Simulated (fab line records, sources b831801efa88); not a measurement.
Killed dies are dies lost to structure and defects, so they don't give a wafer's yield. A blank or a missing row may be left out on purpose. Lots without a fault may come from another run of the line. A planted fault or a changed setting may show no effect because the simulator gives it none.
Which tool did it? | flow sky130 | 24 lots, 72 wafers sampled, at 5 steps of a route of 708

WHAT THE GAUGES READ, wafer by wafer
SKY_GATE_OXIDE_TW_MEAS_14.
lot  | measured     | on            | GATE_OXIDE_TW
L074 | day 13 17:10 | film_metro-02 | 222.6 224.1 223.5
L075 | day 14 03:52 | film_metro-01 | 222.0 222.9 222.2
L076 | day 14 15:42 | film_metro-02 | 225.4 225.0 225.6
L077 | day 14 20:14 | film_metro-02 | 225.9 226.4 225.9
L078 | day 15 02:25 | film_metro-04 | 218.2 219.5 219.5
L079 | day 15 13:10 | film_metro-02 | 224.8 225.5 225.4
L080 | day 15 22:52 | film_metro-01 | 222.8 222.3 221.9
L081 | day 16 02:58 | film_metro-04 | 221.9 221.1 221.6
L082 | day 16 10:59 | film_metro-02 | 223.6 224.9 224.8
L083 | day 16 19:25 | film_metro-02 | 225.3 223.8 223.9
L084 | day 17 04:31 | film_metro-04 | 221.4 220.0 222.6
L085 | day 17 11:10 | film_metro-04 | 220.6 221.4 221.5
L086 | day 17 19:46 | film_metro-04 | 220.4 221.3 221.5
L087 | day 18 04:51 | film_metro-02 | 223.8 223.1 224.2
L088 | day 18 15:41 | film_metro-02 | 222.6 222.6 223.4
L089 | day 18 22:55 | film_metro-04 | 219.5 218.3 219.8
L090 | day 19 23:29 | film_metro-01 | 226.0 224.5 224.3
L091 | day 20 04:56 | film_metro-04 | 220.8 221.7 221.7
L092 | day 20 11:45 | film_metro-02 | 222.8 225.2 224.4
L093 | day 21 00:49 | film_metro-01 | 225.0 225.3 223.7
L095 | day 21 05:19 | film_metro-02 | 225.6 224.7 225.8
L094 | day 21 01:26 | film_metro-04 | 219.5 220.5 219.2
L096 | day 21 12:11 | film_metro-01 | 224.0 224.0 225.6
L097 | day 22 00:56 | film_metro-01 | 224.0 223.1 223.4

SKY_LDD_N_OVL_MEAS_07.
lot  | measured     | on         | LDD_N_OVL (nm)
L074 | day 17 11:35 | overlay-02 | -1.2 -2.5 -1.4
L075 | day 18 00:59 | overlay-02 | -2.1 -1.7 -1.9
L076 | day 18 16:45 | overlay-02 | 2.2 1.7 3.6
L077 | day 18 18:18 | overlay-02 | 1.6 1.4 1.3
L078 | day 19 18:20 | overlay-01 | 0.4 -0.5 0.0
L079 | day 19 19:15 | overlay-01 | 1.2 0.3 1.8
L080 | day 20 02:35 | overlay-01 | -1.4 -0.6 1.0
L081 | day 20 05:20 | overlay-01 | -1.3 -2.1 -1.7
L082 | day 20 14:23 | overlay-02 | 0.0 1.8 0.0
L083 | day 20 21:03 | overlay-01 | 0.1 0.9 1.0
L084 | day 21 05:36 | overlay-02 | 3.0 4.4 3.2
L085 | day 21 13:53 | overlay-02 | 2.3 4.2 0.8
L086 | day 21 22:47 | overlay-01 | -1.6 -1.6 -2.6
L087 | day 22 06:59 | overlay-02 | 3.1 3.5 3.1
L088 | day 22 17:04 | overlay-02 | 0.2 0.7 0.0
L089 | day 23 00:33 | overlay-02 | 0.2 2.0 0.2
L090 | day 24 01:56 | overlay-01 | 1.0 0.2 1.4
L091 | day 24 20:11 | overlay-02 | 3.0 0.7 2.2
L092 | day 24 19:09 | overlay-01 | 2.2 -0.5 1.8
L093 | day 25 00:53 | overlay-02 | 1.7 0.8 1.0
L095 | day 25 06:39 | overlay-02 | 0.8 0.6 2.4
L094 | day 25 01:50 | overlay-02 | 4.2 2.7 2.0
L096 | day 25 11:02 | overlay-02 | 2.3 1.4 1.7
L097 | day 26 00:08 | overlay-01 | 0.7 -0.4 -0.2

SKY_CONTACT_THK_MEAS_03.
lot  | measured     | on            | CONTACT_HDPCVD_THK (nm)
L074 | day 30 06:00 | film_metro-01 | 565 559 567
L075 | day 30 14:50 | film_metro-03 | 570 569 560
L076 | day 31 07:06 | film_metro-04 | 556 561 559
L077 | day 31 11:22 | film_metro-04 | 552 563 555
L078 | day 32 05:22 | film_metro-01 | 562 559 561
L079 | day 32 06:55 | film_metro-01 | 569 569 563
L080 | day 32 15:07 | film_metro-03 | 551 558 554
L081 | day 32 16:28 | film_metro-04 | 555 562 563
L082 | day 33 00:09 | film_metro-03 | 568 571 566
L083 | day 33 05:33 | film_metro-01 | 563 559 555
L084 | day 33 11:49 | film_metro-03 | 573 560 567
L085 | day 33 22:43 | film_metro-03 | 568 555 563
L086 | day 34 03:59 | film_metro-01 | 567 560 571
L087 | day 34 10:26 | film_metro-03 | 565 554 566
L088 | day 34 20:40 | film_metro-03 | 565 553 571
L089 | day 35 02:29 | film_metro-01 | 563 551 551
L090 | day 36 01:25 | film_metro-03 | 553 569 571
L091 | day 36 16:27 | film_metro-01 | 568 555 574
L092 | day 36 14:01 | film_metro-03 | 565 571 568
L093 | day 36 21:59 | film_metro-01 | 563 559 562
L095 | day 37 01:53 | film_metro-03 | 565 561 568
L094 | day 36 19:58 | film_metro-03 | 563 563 562
L096 | day 37 06:48 | film_metro-01 | 554 566 552
L097 | day 37 18:37 | film_metro-03 | 561 564 560

WHICH TOOL RAN EACH LOT (tool, then ch and the chambers of the sampled wafers, then the start)
lot  | SKY_FIELD_ISO_CMP_27         | SKY_POLY_CUT_ETCH_11
L074 | cmp-02 ch 0,1,3, day 2 09:23 | rie_diel-03 ch 0,1,3, day 24 00:40
L075 | cmp-01 ch 1,3, day 2 16:10   | rie_diel-03 ch 2,3, day 24 11:31
L076 | cmp-02 ch 0,1,3, day 2 21:56 | rie_diel-01 ch 2,3, day 25 03:32
L077 | cmp-01 ch 0,1,3, day 3 00:57 | rie_diel-01 ch 0,1,3, day 25 07:01
L078 | cmp-01 ch 0,2,3, day 3 06:25 | rie_diel-03 ch 0,2,3, day 26 03:31
L079 | cmp-02 ch 1,2,3, day 3 13:27 | rie_diel-01 ch 0,1,3, day 26 04:52
L080 | cmp-01 ch 1,2, day 3 20:31   | rie_diel-01 ch 1,3, day 26 12:35
L081 | cmp-01 ch 0,1,2, day 3 21:55 | rie_diel-03 ch 0,2,3, day 26 14:37
L082 | cmp-01 ch 0,1,2, day 4 03:21 | rie_diel-01 ch 0,3, day 26 23:34
L083 | cmp-01 ch 1,3, day 4 07:40   | rie_diel-01 ch 0,2, day 27 05:38
L084 | cmp-02 ch 0,1,3, day 4 13:39 | rie_diel-01 ch 0,1,3, day 27 12:41
L085 | cmp-02 ch 1,2, day 4 17:49   | rie_diel-01 ch 1,2,3, day 27 23:19
L086 | cmp-01 ch 2,3, day 4 23:24   | rie_diel-01 ch 0,1,3, day 28 05:58
L087 | cmp-02 ch 1,3, day 5 04:48   | rie_diel-03 ch 0,1, day 28 12:49
L088 | cmp-01 ch 0,2,3, day 5 09:16 | rie_diel-04 ch 1,2,3, day 29 01:11
L089 | cmp-02 ch 0,1,2, day 5 15:28 | rie_diel-03 ch 1,2,3, day 29 05:32
L090 | cmp-02 ch 0,2,3, day 5 20:47 | rie_diel-04 ch 0,1,2, day 30 06:28
L091 | cmp-01 ch 0,1,3, day 6 05:52 | rie_diel-01 ch 0,3, day 30 23:34
L092 | cmp-02 ch 0,1,2, day 6 11:39 | rie_diel-01 ch 0,1,3, day 30 21:50
L093 | cmp-02 ch 1,2, day 6 18:06   | rie_diel-04 ch 2,3, day 31 03:47
L095 | cmp-01 ch 0,1,3, day 6 23:40 | rie_diel-03 ch 0,1,2, day 31 10:14
L094 | cmp-02 ch 0,1,2, day 6 23:46 | rie_diel-03 ch 0,1,3, day 31 03:33
L096 | cmp-01 ch 0,1, day 7 05:19   | rie_diel-01 ch 1,3, day 31 14:43
L097 | cmp-01 ch 0,2,3, day 7 11:57 | rie_diel-01 ch 0,1,2, day 32 03:08
- SKY_FIELD_ISO_CMP_27: polishes, stops on Si3N4, t overpolish 16 s, target thk 457.8 nm.
- SKY_POLY_CUT_ETCH_11: etches Si3N4 in CF4/CH2F2/Ar, stops on poly-Si, time 42.5 s, target depth 60 nm.

WHAT THE TOOLS THEMSELVES READ (means of the sampled wafers that have a number; where no wafer has one, the mark that the record gives instead)
SKY_FIELD_ISO_CMP_27.
lot  | tool   | head_pressure_psi (psi) | motor_current_A (A) | overpolish_run_s (s) | time_to_endpoint_s (s)
L074 | cmp-02 | 4.002                   | 11.9                | 16.004               | 114
L075 | cmp-01 | 3.988                   | 12.5                | 16.006               | 115
L076 | cmp-02 | 3.994                   | 11.9                | 16.005               | 113
L077 | cmp-01 | 3.996                   | 11.9                | 16.007               | 112
L078 | cmp-01 | 4.003                   | 11.2                | 16.004               | 115
L079 | cmp-02 | 3.998                   | 12.1                | 16.003               | 119
L080 | cmp-01 | 4.009                   | 12.0                | 16.005               | 115
L081 | cmp-01 | 4.011                   | 12.1                | 15.989               | 114
L082 | cmp-01 | 3.998                   | 11.8                | 15.998               | 114
L083 | cmp-01 | 4.016                   | 12.7                | 16.007               | 117
L084 | cmp-02 | 3.991                   | 11.5                | 15.998               | 116
L085 | cmp-02 | 4.006                   | 11.5                | 15.997               | 120
L086 | cmp-01 | 3.991                   | 10.7                | 15.993               | 122
L087 | cmp-02 | 3.997                   | 11.6                | 15.994               | 118
L088 | cmp-01 | 3.998                   | 10.8                | 15.997               | 118
L089 | cmp-02 | 3.990                   | 11.2                | 16.005               | 119
L090 | cmp-02 | 3.993                   | 11.6                | 15.999               | 117
L091 | cmp-01 | 4.010                   | 11.7                | 16.003               | 116
L092 | cmp-02 | 4.005                   | 11.3                | 16.002               | 118
L093 | cmp-02 | 4.000                   | 11.7                | 15.998               | 121
L095 | cmp-01 | 4.004                   | 11.8                | 15.990               | 114
L094 | cmp-02 | 4.000                   | 11.3                | 16.002               | 118
L096 | cmp-01 | 4.011                   | 12.9                | 16.007               | 115
L097 | cmp-01 | 4.000                   | 11.1                | 15.993               | 113

SKY_POLY_CUT_ETCH_11.
lot  | tool        | drypump_motor_current_A (A) | oes_product_au (a.u.) | throttle_valve_pct (%)
L074 | rie_diel-03 | 5.9                         | 0.829                 | 14.998
L075 | rie_diel-03 | 6.3                         | 0.835                 | 14.989
L076 | rie_diel-01 | 5.8                         | 0.822                 | 14.996
L077 | rie_diel-01 | 5.9                         | 0.829                 | 15.001
L078 | rie_diel-03 | 6.2                         | 0.827                 | 14.988
L079 | rie_diel-01 | 5.9                         | 0.826                 | 14.992
L080 | rie_diel-01 | 5.7                         | 0.827                 | 15.001
L081 | rie_diel-03 | 6.2                         | 0.821                 | 14.994
L082 | rie_diel-01 | 6.1                         | 0.823                 | 14.996
L083 | rie_diel-01 | 5.6                         | 0.833                 | 15.000
L084 | rie_diel-01 | 5.9                         | 0.827                 | 14.995
L085 | rie_diel-01 | 5.7                         | 0.824                 | 14.999
L086 | rie_diel-01 | 5.9                         | 0.831                 | 14.997
L087 | rie_diel-03 | 5.8                         | 0.840                 | 14.998
L088 | rie_diel-04 | 5.4                         | 0.832                 | 14.996
L089 | rie_diel-03 | 5.8                         | 0.827                 | 14.994
L090 | rie_diel-04 | 5.5                         | 0.821                 | 14.991
L091 | rie_diel-01 | 6.1                         | 0.835                 | 15.002
L092 | rie_diel-01 | 5.9                         | 0.814                 | 15.001
L093 | rie_diel-04 | 5.4                         | 0.831                 | 15.001
L095 | rie_diel-03 | 5.6                         | 0.833                 | 15.000
L094 | rie_diel-03 | 5.9                         | 0.835                 | 14.993
L096 | rie_diel-01 | 5.7                         | 0.834                 | 14.996
L097 | rie_diel-01 | 5.5                         | 0.830                 | 14.998

THE ANSWER, worked out from the rows above alone
Rule: what is usual is taken from the lots themselves. Put in order of their means at a reading, lots are off if they are a third of the lots or fewer, leave a main group of 4 or more, and stand apart from it by a gap of 3 or more times the standard deviation of the main group's means; of several such gaps the widest counts. A main group whose means are all the same, to the digits that the tables above print for the reading, isn't used. A lot without any number at a reading at which 4 lots or more have one is off too. The other lots that the step has rows for count as sound. The gauges are gone through in route order, then the tools' own readings, and for those a lot's mean is taken as printed above. The first step at which some lot is off is used, and at that step the reading that is off furthest; a lot without a number counts as furthest.
No lot is off at any reading shown: from this, nothing can be told.

WHAT THE SIMULATOR HAD PUT IN
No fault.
